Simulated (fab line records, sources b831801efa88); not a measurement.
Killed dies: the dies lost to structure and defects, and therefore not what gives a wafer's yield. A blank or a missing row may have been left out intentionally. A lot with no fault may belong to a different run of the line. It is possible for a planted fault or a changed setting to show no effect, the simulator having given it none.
fab line records	flow sky130
record lots=12	wafers=36	last_day=50
route steps=708 shown VT_ADJUST_PCH@153 SONOS_ONO@173 POLY_GATE@231 PAD_OPEN@708
lots that met no fault: from a run of the same line without faults
start_h: start of the lot's first displayed wafer, in hours after the record's first day	wait_h: hours elapsed since this lot's preceding step	" repeats the value in the row above	L1.1+2: one row covering several wafers at once	- no value, or no start given	* or withheld: withheld	< > ~ a bound
route shown NAME@n: names a module that has steps shown in the file, with the first one's number in the route	usual: mean and standard deviation over wafers with no fault	same: alike in all rows	chamber/n: place in a boat	sites: each site's reading	_std_site: the values' standard deviation	_edge_site: mean of outer sites minus mean of inner sites	radius_mm: for every site, how far away it sits from the centre of the wafer	mask NAME#n: copy n	behind: tool/chamber where the wafer was last shaped	hold: what put the lot on hold/how long, in hours/how the hold closed	device: whichever transistor did not switch (one of n, p or np)	end of line: at the end of the route, the tests of the same wafers	a step given without rows: its recipe and nothing more	killed: count of dies lost to structure and defects at first sort (not the wafer's yield)	map: per-die view of a wafer (x killed, . not killed, _ where there is no die)
set.NAME: the run value of the setting; set.NAME@STEP: its run value at that earlier step	model.NAME: the simulator's own value behind a step, which no gauge read
the route's steps for a sample of lots (tables are steps, rows are wafers)
services: from which hour (start_h, from the record's first day; less than 0 if before it) a tool's chamber was out of use, for how many hours, and why
## steps
# step SKY_VT_ADJUST_PCH_TW_MEAS_10
# usual VT_ADJUST_PCH_TW=142.0/1.1
lot.wafer	tool	chamber	start_h	wait_h	VT_ADJUST_PCH_TW
L923.2	film_metro-03	-	233.26	0.1	141.3
L923.3	"	-	"	"	140.7
L923.6	"	-	"	"	142.0
L924.3	film_metro-01	-	248.12	0.1	143.4
L924.5	"	-	"	"	143.7
L924.6	"	-	"	"	142.1
L925.1	film_metro-03	-	249.67	0.1	140.7
L925.2	"	-	"	"	140.5
L925.4	"	-	"	"	140.8
L927.4	film_metro-03	-	270.15	0.1	141.1
L927.5	"	-	"	"	141.3
L927.6	"	-	"	"	140.6
L937.1	film_metro-02	-	336.58	0.1	141.5
L937.3	"	-	"	"	141.8
L937.4	"	-	"	"	142.3
L939.1	film_metro-03	-	348.55	0.1	141.0
L939.2	"	-	"	"	142.1
L939.3	"	-	"	"	142.1
L940.1	film_metro-01	-	352.27	0.1	143.9
L940.2	"	-	"	"	143.9
L940.4	"	-	"	"	144.2
L941.3	film_metro-02	-	358.45	0.1	142.4
L941.5	"	-	"	"	142.2
L941.6	"	-	"	"	141.8
L943.3	film_metro-03	-	378.60	0.1	141.9
L943.4	"	-	"	"	141.5
L943.6	"	-	"	"	141.8
L944.2	film_metro-01	-	384.84	0.1	143.5
L944.4	"	-	"	"	144.4
L944.6	"	-	"	"	143.2
L945.1	film_metro-01	-	388.60	0.1	143.7
L945.2	"	-	"	"	143.4
L945.4	"	-	"	"	143.3
L946.2	film_metro-01	-	398.03	0.1	142.7
L946.3	"	-	"	"	143.8
L946.4	"	-	"	"	143.9
# step SKY_SONOS_ONO_THK_MEAS_05
# recipe reads=SiO2_of_SONOS_ONO_CVD_04
# usual SONOS_ONO_CVD_04_THK=5.77/0.098
lot.wafer	tool	chamber	start_h	wait_h	SONOS_ONO_CVD_04_THK[nm]
L923.2	film_metro-04	-	264.11	0.0	5.56
L923.3	"	-	"	"	5.60
L923.6	"	-	"	"	5.57
L924.3	film_metro-01	-	279.09	0.0	5.60
L924.5	"	-	"	"	5.64
L924.6	"	-	"	"	5.62
L925.1	film_metro-04	-	281.32	0.0	5.75
L925.2	"	-	"	"	5.82
L925.4	"	-	"	"	5.79
L927.4	film_metro-01	-	299.86	0.0	5.77
L927.5	"	-	"	"	5.80
L927.6	"	-	"	"	5.90
L937.1	film_metro-04	-	368.53	0.0	5.81
L937.3	"	-	"	"	5.74
L937.4	"	-	"	"	5.82
L939.1	film_metro-01	-	380.84	0.0	5.80
L939.2	"	-	"	"	5.74
L939.3	"	-	"	"	5.66
L940.1	film_metro-01	-	387.43	0.0	5.62
L940.2	"	-	"	"	5.62
L940.4	"	-	"	"	5.50
L941.3	film_metro-01	-	392.85	0.0	5.75
L941.5	"	-	"	"	5.84
L941.6	"	-	"	"	5.75
L943.3	film_metro-02	-	413.80	0.0	5.95
L943.4	"	-	"	"	5.90
L943.6	"	-	"	"	5.92
L944.2	film_metro-04	-	419.55	0.0	5.83
L944.4	"	-	"	"	5.94
L944.6	"	-	"	"	5.88
L945.1	film_metro-02	-	423.93	0.0	5.69
L945.2	"	-	"	"	5.76
L945.4	"	-	"	"	5.55
L946.2	film_metro-04	-	433.65	0.0	5.84
L946.3	"	-	"	"	5.95
L946.4	"	-	"	"	5.87
# step SKY_SONOS_ONO_CD_MEAS_13
# recipe target_cd_nm=410
# usual cd_nm=410.2/2.2
lot.wafer	tool	chamber	start_h	wait_h	cd_nm
L923.2	cd_sem-01	-	287.73	0.1	412.0
L923.3	"	-	"	"	411.8
L923.6	"	-	"	"	411.0
L924.3	cd_sem-01	-	303.70	0.1	409.8
L924.5	"	-	"	"	411.1
L924.6	"	-	"	"	412.6
L925.1	cd_sem-02	-	305.83	0.1	411.8
L925.2	"	-	"	"	409.5
L925.4	"	-	"	"	410.6
L927.4	cd_sem-02	-	324.52	0.1	412.0
L927.5	"	-	"	"	411.2
L927.6	"	-	"	"	410.5
L937.1	cd_sem-02	-	397.43	0.1	411.5
L937.3	"	-	"	"	413.9
L937.4	"	-	"	"	411.0
L939.1	cd_sem-02	-	409.58	0.1	405.3
L939.2	"	-	"	"	406.0
L939.3	"	-	"	"	407.2
L940.1	cd_sem-01	-	416.91	0.1	412.7
L940.2	"	-	"	"	412.7
L940.4	"	-	"	"	414.0
L941.3	cd_sem-02	-	422.07	0.1	411.2
L941.5	"	-	"	"	412.6
L941.6	"	-	"	"	411.3
L943.3	cd_sem-02	-	444.92	0.1	411.3
L943.4	"	-	"	"	411.6
L943.6	"	-	"	"	412.4
L944.2	cd_sem-01	-	450.20	0.1	406.4
L944.4	"	-	"	"	407.3
L944.6	"	-	"	"	405.6
L945.1	cd_sem-02	-	454.61	0.1	413.2
L945.2	"	-	"	"	410.8
L945.4	"	-	"	"	410.1
L946.2	cd_sem-01	-	464.90	0.1	413.0
L946.3	"	-	"	"	409.9
L946.4	"	-	"	"	407.3
# step SKY_POLY_GATE_ETCH_17
# recipe target_depth_nm=180	stop_on=SiO2	over_etch_frac=0.56667	chemistry=HBr/Cl2	target=poly-Si	icp_w=400	bias_w=100	pressure_mtorr=10	HBr_flow_sccm=150	Cl2_flow_sccm=50	time_s=70.5
# usual HBr_flow_sccm=149.9/0.48	drypump_motor_current_A=5.6/0.37	oes_product_au=0.983/0.0073	throttle_valve_pct=33.683/0.0096
lot.wafer	tool	chamber	start_h	wait_h	HBr_flow_sccm	drypump_motor_current_A	oes_product_au	rf_hours_counter_h	throttle_valve_pct
L923.2	rie_si-01	3	386.05	0.0	149.9	5.5	0.985	80	33.686
L923.3	"	1	"	"	150.3	5.4	0.983	3	33.686
L923.6	"	2	"	"	149.2	6.4	0.999	-	33.685
L924.3	rie_si-02	3	392.50	0.0	149.2	5.7	0.971	2	33.681
L924.5	"	3	"	"	149.3	5.7	0.981	-	33.694
L924.6	"	2	"	"	149.2	5.7	0.990	-	33.692
L925.1	rie_si-02	1	402.98	0.0	149.5	5.7	0.971	2	33.706
L925.2	"	0	"	"	150.0	5.4	0.977	4	33.681
L925.4	"	3	"	"	149.9	5.7	0.977	2	33.688
L927.4	rie_si-02	1	417.47	0.0	150.6	5.7	1.002	2	33.688
L927.5	"	0	"	"	149.3	5.4	0.999	-	33.687
L927.6	"	3	"	"	149.5	5.7	0.985	-	33.694
L937.1	rie_si-02	0	499.43	0.0	150.3	5.4	0.984	4	33.689
L937.3	"	3	"	"	149.7	5.7	0.997	3	33.682
L937.4	"	2	"	"	150.0	5.8	0.984	1	33.678
L939.1	rie_si-02	2	512.91	0.0	150.0	5.7	0.992	1	33.700
L939.2	"	1	"	"	150.0	5.7	0.979	3	33.676
L939.3	"	3	"	"	149.5	5.7	0.981	3	33.665
L940.1	rie_si-01	0	521.71	0.0	149.5	5.0	0.990	4	33.669
L940.2	"	3	"	"	150.4	5.5	0.982	1	33.679
L940.4	"	2	"	"	149.4	6.4	0.975	3	33.691
L941.3	rie_si-02	2	524.60	0.0	150.4	5.7	0.989	1	33.691
L941.5	"	3	"	"	150.5	5.7	0.979	-	33.689
L941.6	"	0	"	"	150.8	5.5	0.981	-	33.683
L943.3	rie_si-02	1	543.83	0.0	149.2	5.7	0.965	3	33.677
L943.4	"	0	"	"	149.4	5.4	0.979	4	33.684
L943.6	"	2	"	"	150.4	5.7	0.983	-	33.699
L944.2	rie_si-01	3	550.20	0.0	150.5	5.5	0.987	1	33.677
L944.4	"	2	"	"	149.2	6.4	0.992	3	33.689
L944.6	"	0	"	"	150.5	5.0	0.982	-	33.685
L945.1	rie_si-02	1	553.56	0.0	150.6	5.7	0.973	3	33.677
L945.2	"	3	"	"	149.6	5.7	0.987	3	33.686
L945.4	"	0	"	"	149.4	5.4	0.978	5	33.700
L946.2	rie_si-01	2	563.63	0.0	150.3	6.4	0.974	3	33.672
L946.3	"	3	"	"	149.5	5.5	0.972	1	33.685
L946.4	"	0	"	"	148.8	5.0	0.979	4	33.686
# step SKY_POLY_GATE_STRIP_18
# recipe chemistry=O2/N2	power_w=1400	pressure_mtorr=1500	platen_temp_c=withheld	o2_flow_sccm=3000	n2_flow_sccm=300	overash_fraction=0.5
# usual drypump_motor_current_A=5.7/0.32	n2_flow_sccm=300.0/1	oes_product_au=0.362/0.005	strip_time_to_endpoint_s=3.19/0.033
lot.wafer	tool	chamber	start_h	wait_h	drypump_motor_current_A	n2_flow_sccm	oes_product_au	rf_hours_counter_h	strip_time_to_endpoint_s
L923.2	plasma_asher-03	1	386.10	0.0	5.8	301.3	0.365	25	3.16
L923.3	"	1	"	"	5.9	300.1	0.362	-	3.23
L923.6	"	0	"	"	5.7	298.7	0.367	-	3.27
L924.3	plasma_asher-01	0	392.59	0.1	5.5	299.3	0.374	-	3.26
L924.5	"	0	"	"	5.5	301.0	0.364	-	3.20
L924.6	"	1	"	"	5.4	300.4	0.364	-	3.21
L925.1	plasma_asher-04	1	403.04	0.0	6.4	298.4	0.361	56	3.19
L925.2	"	0	"	"	5.7	299.8	0.363	56	3.25
L925.4	"	1	"	"	6.4	297.9	0.369	-	3.22
L927.4	plasma_asher-04	0	417.55	0.1	5.8	299.9	0.342	-	2.47
L927.5	"	1	"	"	6.3	298.9	0.333	-	2.52
L927.6	"	0	"	"	5.7	301.6	0.364	-	3.22
L937.1	plasma_asher-01	0	499.49	0.0	5.5	298.9	0.363	9	3.18
L937.3	"	1	"	"	5.4	300.3	0.363	-	3.18
L937.4	"	0	"	"	5.5	298.5	0.363	-	3.13
L939.1	plasma_asher-04	0	512.97	0.0	5.8	302.0	0.351	69	3.15
L939.2	"	1	"	"	6.3	300.8	0.375	69	3.22
L939.3	"	0	"	"	5.8	299.6	0.358	-	3.19
L940.1	plasma_asher-03	1	521.77	0.0	5.9	299.8	0.362	35	3.17
L940.2	"	0	"	"	5.7	299.8	0.360	35	3.21
L940.4	"	1	"	"	5.9	299.4	0.358	-	3.19
L941.3	plasma_asher-01	0	524.69	0.1	5.5	301.4	0.365	-	3.12
L941.5	"	0	"	"	5.5	300.2	0.357	-	3.22
L941.6	"	1	"	"	5.4	299.0	0.365	-	3.21
L943.3	plasma_asher-01	1	543.92	0.1	5.4	301.4	0.365	-	3.19
L943.4	"	0	"	"	5.5	300.0	0.363	-	3.19
L943.6	"	1	"	"	5.4	300.9	0.366	-	3.17
L944.2	plasma_asher-03	0	550.25	0.0	5.7	299.5	0.361	38	3.17
L944.4	"	1	"	"	5.8	300.7	0.361	-	3.16
L944.6	"	1	"	"	5.9	299.8	0.363	-	3.15
L945.1	plasma_asher-01	0	553.62	0.0	5.5	300.4	0.357	14	3.21
L945.2	"	1	"	"	5.4	299.8	0.362	14	3.22
L945.4	"	1	"	"	5.4	299.3	0.358	-	3.20
L946.2	plasma_asher-01	0	563.69	0.0	5.5	300.6	0.377	15	3.22
L946.3	"	1	"	"	5.4	299.7	0.357	-	3.13
L946.4	"	0	"	"	5.5	298.6	0.362	-	3.18
# step SKY_PAD_OPEN_PROBE_99
# usual killed_at_M0_to_M3=43/6.8	killed_at_M4_up=3.0/1.6	killed_at_contacts=25/6	killed_at_front_end=15/4.4	killed_at_other=0.3/0.52	killed_dies=86/9.6	killed_open=47/6.7	killed_short=39/6.8
# same gross_dies=492	killed_at_back_side=0
lot.wafer	tool	chamber	start_h	wait_h	killed_at_M0_to_M3	killed_at_M4_up	killed_at_contacts	killed_at_front_end	killed_at_other	killed_dies	killed_open	killed_short
L937.1	prober-02	-	1159.98	0.1	53	4	14	18	0	89	46	43
L937.4	prober-02	-	1160.13	0.2	33	4	21	16	0	74	35	39
L946.2	prober-01	-	1199.60	0.1	43	0	33	10	2	88	45	43
L946.3	prober-01	-	1199.65	0.2	36	1	23	18	0	78	53	23
L946.4	prober-01	-	1199.70	0.2	42	6	33	20	1	102	51	51
# killed by level:class
L937.1 VIA1:geometric_particle:open=16 METAL2:geometric_particle:short=8 FIELD_ISO:geometric_particle:open=6 METAL1:geometric_particle:short=6 VIA1:geometric_particle:short=6 VIA3:geometric_particle:open=5 POLY_GATE:geometric_particle:short=4 VIA3:geometric_particle:short=4
L937.4 VIA1:geometric_particle:open=7 LI_CONTACT:geometric_particle:open=6 CONTACT:geometric_particle:open=6 FIELD_ISO:geometric_particle:short=5 POLY_GATE:geometric_particle:short=5 VIA2:geometric_particle:short=5 VIA3:geometric_particle:open=5 LI_CONTACT:geometric_particle:short=4
L946.2 CONTACT:geometric_particle:open=12 VIA2:geometric_particle:open=8 METAL1:geometric_particle:short=7 LI_CONTACT:geometric_particle:open=7 VIA1:geometric_particle:open=6 VIA3:geometric_particle:open=6 CONTACT:geometric_particle:short=5 METAL2:geometric_particle:short=5
L946.3 VIA1:geometric_particle:open=13 CONTACT:geometric_particle:open=11 VIA2:geometric_particle:open=9 CONTACT:geometric_particle:short=6 FIELD_ISO:geometric_particle:open=5 POLY_GATE:geometric_particle:open=5 VIA3:geometric_particle:open=5 VIA1:geometric_particle:short=4
L946.4 CONTACT:geometric_particle:open=12 POLY_GATE:geometric_particle:open=9 LOCAL_INTERCONNECT:geometric_particle:short=9 VIA1:geometric_particle:open=9 METAL2:geometric_particle:short=7 LI_CONTACT:geometric_particle:open=6 VIA3:geometric_particle:open=5 METAL1:geometric_particle:short=4
## services
tool	chamber	start_h	hours	kind
rie_si-02	-	377.04	2.8	pm
rie_si-01	3	392.16	-	clean
rie_si-01	3	392.16	17.9	scheduled_down
rie_si-01	3	392.16	17.9	vent_cycle
rie_si-01	0	419.98	3.5	repair
plasma_asher-01	-	421.25	9.0	pm
plasma_asher-01	0	421.25	9.0	vent_cycle
plasma_asher-01	1	421.25	9.0	vent_cycle
plasma_asher-01	0	430.25	-	clean
plasma_asher-01	1	430.25	-	clean
rie_si-02	0	451.53	7.3	repair
plasma_asher-04	-	455.46	2.9	repair
plasma_asher-03	-	474.60	41.5	pm
rie_si-01	3	481.53	8.2	repair
plasma_asher-01	-	510.22	9.9	repair
plasma_asher-03	-	544.33	0.4	repair
plasma_asher-03	-	552.93	14.6	pm
rie_si-02	-	563.18	0.4	repair
## key
first_sign step=SKY_POLY_GATE_STRIP_18	reading=strip_time_to_endpoint_s	direction=down	sigmas=21	usual=*	struck=*
effect step=SKY_POLY_GATE_STRIP_18	reading=oes_product_au	direction=down	sigmas=4.9	usual=0.362	struck=0.338
met_at SKY_POLY_GATE_ETCH_17
struck_lots L927
struck_wafers L927.4,L927.5
tester_left_out L927
not_acting_at SKY_VT_ADJUST_PCH_TW_MEAS_10,SKY_SONOS_ONO_THK_MEAS_05,SKY_SONOS_ONO_CD_MEAS_13
onset_between 402.98 417.47
fault kind=process_parameter_drift	tool=rie_si-02	chamber=-	onset_h=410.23	steps=SKY_POLY_GATE_ETCH_17	channel=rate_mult	offset=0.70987	shape=step	end_h=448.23	scope=struck_wafers_only
# tester_left_out: of these lots the tester's yield and bins aren't shown, on N5 and GAA mostly nor the transistor test; their killed dies are dies lost to structure and defects alone, not to doping, threshold or leakage, so they don't give the yield
